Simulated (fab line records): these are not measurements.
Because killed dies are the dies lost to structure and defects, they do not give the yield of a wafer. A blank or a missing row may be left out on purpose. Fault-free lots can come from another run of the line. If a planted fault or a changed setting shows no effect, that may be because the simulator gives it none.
Which tool is to blame? / flow gf180mcu / 14 lots, 42 wafers sampled, at 2 steps of a route of 602

WHAT EACH GAUGE READ, for each wafer
GF_SAB_THK_MEAS_01.
lot=L823; measured=day 15 22:18; on=film metro-01; SAB_CVD_00_THK (nm)=49.4 50.3 50.5
lot=L825; measured=day 16 17:18; on=film metro-01; SAB_CVD_00_THK (nm)=48.5 50.0 49.7
lot=L826; measured=day 17 02:17; on=film metro-03; SAB_CVD_00_THK (nm)=49.7 49.2 50.0
lot=L827; measured=day 17 06:33; on=film metro-02; SAB_CVD_00_THK (nm)=48.4 50.1 49.5
lot=L829; measured=day 18 01:11; on=film metro-03; SAB_CVD_00_THK (nm)=49.5 50.2 50.7
lot=L835; measured=day 20 01:49; on=film metro-02; SAB_CVD_00_THK (nm)=49.2 51.2 50.5
lot=L836; measured=day 20 10:58; on=film metro-01; SAB_CVD_00_THK (nm)=48.9 49.6 49.5
lot=L837; measured=day 20 23:23; on=film metro-01; SAB_CVD_00_THK (nm)=49.6 49.4 50.2
lot=L839; measured=day 21 10:58; on=film metro-03; SAB_CVD_00_THK (nm)=50.2 50.2 50.4
lot=L840; measured=day 21 23:31; on=film metro-02; SAB_CVD_00_THK (nm)=50.6 49.5 50.6
lot=L843; measured=day 22 15:49; on=film metro-02; SAB_CVD_00_THK (nm)=49.9 51.3 51.4
lot=L844; measured=day 23 01:01; on=film metro-01; SAB_CVD_00_THK (nm)=49.3 50.7 51.3
lot=L845; measured=day 23 09:05; on=film metro-01; SAB_CVD_00_THK (nm)=50.2 50.2 50.8
lot=L846; measured=day 23 14:43; on=film metro-02; SAB_CVD_00_THK (nm)=49.6 50.3 51.3

EACH LOT AND THE TOOL THAT RAN IT (in order: tool; ch and the chambers of the sampled wafers; start)
lot=L823; GF_SAB_CVD_00=pecvd-02 ch 0,2, day 15 22:16
lot=L825; GF_SAB_CVD_00=pecvd-03 ch 0,1, day 16 17:16
lot=L826; GF_SAB_CVD_00=pecvd-04 ch 0,1,2, day 17 02:16
lot=L827; GF_SAB_CVD_00=pecvd-03 ch 0,1, day 17 06:31
lot=L829; GF_SAB_CVD_00=pecvd-02 ch 1,2, day 18 01:10
lot=L835; GF_SAB_CVD_00=pecvd-03 ch 0,1, day 20 01:47
lot=L836; GF_SAB_CVD_00=pecvd-02 ch 0,1,2, day 20 10:56
lot=L837; GF_SAB_CVD_00=pecvd-02 ch 0,2, day 20 23:22
lot=L839; GF_SAB_CVD_00=pecvd-03 ch 0,1,2, day 21 10:56
lot=L840; GF_SAB_CVD_00=pecvd-03 ch 0,2, day 21 23:30
lot=L843; GF_SAB_CVD_00=pecvd-03 ch 0,2, day 22 15:48
lot=L844; GF_SAB_CVD_00=pecvd-03 ch 0,2, day 23 01:00
lot=L845; GF_SAB_CVD_00=pecvd-03 ch 0,1,2, day 23 09:04
lot=L846; GF_SAB_CVD_00=pecvd-03 ch 0,1,2, day 23 14:41
- GF_SAB_CVD_00: deposits SiO2 from TEOS, target thk 50 nm, time 4.9302 s.

AS READ BY THE TOOLS THEMSELVES (means over the sampled wafers that have a number; for cases with no such wafer, the mark the record gives instead)
GF_SAB_CVD_00.
lot=L823; tool=pecvd-02; heater power outer w (W)=413; heater power w (W)=698
lot=L825; tool=pecvd-03; heater power outer w (W)=405; heater power w (W)=711
lot=L826; tool=pecvd-04; heater power outer w (W)=418; heater power w (W)=711
lot=L827; tool=pecvd-03; heater power outer w (W)=328; heater power w (W)=593
lot=L829; tool=pecvd-02; heater power outer w (W)=373; heater power w (W)=591
lot=L835; tool=pecvd-03; heater power outer w (W)=355; heater power w (W)=622
lot=L836; tool=pecvd-02; heater power outer w (W)=394; heater power w (W)=657
lot=L837; tool=pecvd-02; heater power outer w (W)=430; heater power w (W)=717
lot=L839; tool=pecvd-03; heater power outer w (W)=368; heater power w (W)=639
lot=L840; tool=pecvd-03; heater power outer w (W)=384; heater power w (W)=648
lot=L843; tool=pecvd-03; heater power outer w (W)=370; heater power w (W)=635
lot=L844; tool=pecvd-03; heater power outer w (W)=341; heater power w (W)=596
lot=L845; tool=pecvd-03; heater power outer w (W)=379; heater power w (W)=641
lot=L846; tool=pecvd-03; heater power outer w (W)=378; heater power w (W)=651

THE ANSWER, worked out from the rows above alone
Rule: usual is defined by the lots themselves. The widest of any qualifying gaps counts: lots, ordered by their means at a reading, are off when they make up no more than a third of the lots, leave a main group of 4 or more, and stand apart from it by 3 or more times the standard deviation of that group's means. Not used: any main group whose means are identical at the precision the tables above print for the reading. Also off: a lot with no number at a reading for which 4 or more lots have one. The other lots that the step has rows for count as sound. The gauges are gone through in route order, then the tools' own readings, and for those a lot's mean is taken as printed above. At the first step where some lot is off, the reading lying furthest off is the one used; lots without a number count as furthest.
Nothing can be told from this: no lot is off at any reading shown.

WHAT THE SIMULATOR HAD PUT IN
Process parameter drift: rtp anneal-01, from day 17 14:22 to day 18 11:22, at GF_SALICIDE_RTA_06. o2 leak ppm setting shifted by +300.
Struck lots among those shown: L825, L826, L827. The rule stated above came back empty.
